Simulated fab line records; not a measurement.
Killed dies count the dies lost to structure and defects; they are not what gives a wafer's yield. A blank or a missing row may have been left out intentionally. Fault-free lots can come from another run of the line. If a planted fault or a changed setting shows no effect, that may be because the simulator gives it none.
Problem report, 8D (eight disciplines) form, completed by code -- flow sky130 -- the parts of the form that need people (team, actions taken, sign-off) are left out

1. WHAT IS WRONG
SKY_VIA3_ETCH_15, run-length-s: mean 113.0 s over 1 wafer from 1 lot; wafers with no fault: 106.2 s, standard deviation 0.4. That puts it +17 standard deviations away from the usual mean.
The step: etches SiO2 in C4F8/O2/Ar, stops on TiN, target depth 507 nm, time 78 s.
First seen on wafer L638.5, day 41 01:56, on rie-diel-04. The record holds 32 wafers of 11 lots with a number at this step. The rule behind "out" and "out of limits": a value lying over 4 standard deviations away from the usual mean. The other wafers with a number count as sound.

2. WHAT IT IS, WHAT IT ISN'T
question,is,is not
which readings at this step,"run-length-s, oes-product-au",rf-fwd-power-W
which lots,L638,"L635, L636, L637, L639, L640, L652, L654, L655, L656, L657"
which wafers of those lots,L638.5,L638.6
read on which tools,rie-diel-04,"rie-diel-01, rie-diel-03"
when,from day 41 01:56,"up to then (16 sound wafers); but 15 sound wafers of L652, L654, L655, L656, L657 came after"

3. SUSPECTS, AND WHAT RULES EACH OUT
Counting: any tool at a process step up to the reading remains a suspect provided it ran every lot that is out. Sound lots after the first of them don't rule it out here, since some wafers of a struck lot are sound.
- plasma-asher-03 at SKY_LI_CONTACT_STRIP_16 (strips in O2/N2): kept. The lot that is out, L638, ran on it at day 30 18:38; the last sound lot it ran before that was L640, at day 30 16:31.
- rie-diel-04 at SKY_VIA3_ETCH_15 (etches SiO2 in C4F8/O2/Ar, stops on TiN, target depth 507 nm, time 78 s): kept. The lot that is out, L638, ran on it at day 41 01:56; the last sound lot it ran before that was L639, at day 41 00:50. Out on those wafers are its own readings of oes-product-au, run-length-s.
- Within plasma-asher-03 at SKY_LI_CONTACT_STRIP_16, the wafers that are out were processed in chamber 1 and their sound lot-mates in chamber 0.
- Within rie-diel-04 at SKY_VIA3_ETCH_15, the wafers that are out were processed in chamber 2 and their sound lot-mates in chamber 3.
The count leaves rie-diel-04 at SKY_VIA3_ETCH_15 and plasma-asher-03 at SKY_LI_CONTACT_STRIP_16.

4. THE CAUSE (what the simulator had put in)
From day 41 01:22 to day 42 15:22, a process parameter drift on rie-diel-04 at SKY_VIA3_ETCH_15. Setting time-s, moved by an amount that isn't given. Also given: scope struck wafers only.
Counting left 2 suspects, and this tool is among them.

5. THE EFFECT CHAIN, in route order
Each row: a reading where the mean over the struck wafers with a number is more than 3 standard deviations away from the usual. Only readings whose record carries a usual standard deviation are examined. hours: median over the lots of the time between each lot's start at the first step of this table that gives one and its start at this step. sigmas: the change, counted in usual standard deviations.
hours,step,reading,usual,on struck wafers,change,sigmas
0,SKY_VIA3_ETCH_15,oes-product-au,0.945 a.u.,0.901,-0.044,-9.6
0,SKY_VIA3_ETCH_15,run-length-s,106.2 s,113.0,+6.8,+17
0,SKY_VIA3_STRIP_16,strip-time-to-endpoint-s,4.124 s,4.047,-0.077,-3.2
Here are the process steps it includes:
- SKY_VIA3_ETCH_15: etches SiO2 in C4F8/O2/Ar, stops on TiN, target depth 507 nm, time 78 s.
- SKY_VIA3_STRIP_16: strips in O2/N2.

6. WHAT WOULD HAVE CAUGHT IT SOONER
In this record the first reading out of limits was taken at day 41 01:56, 1 hour after the fault began at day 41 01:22.
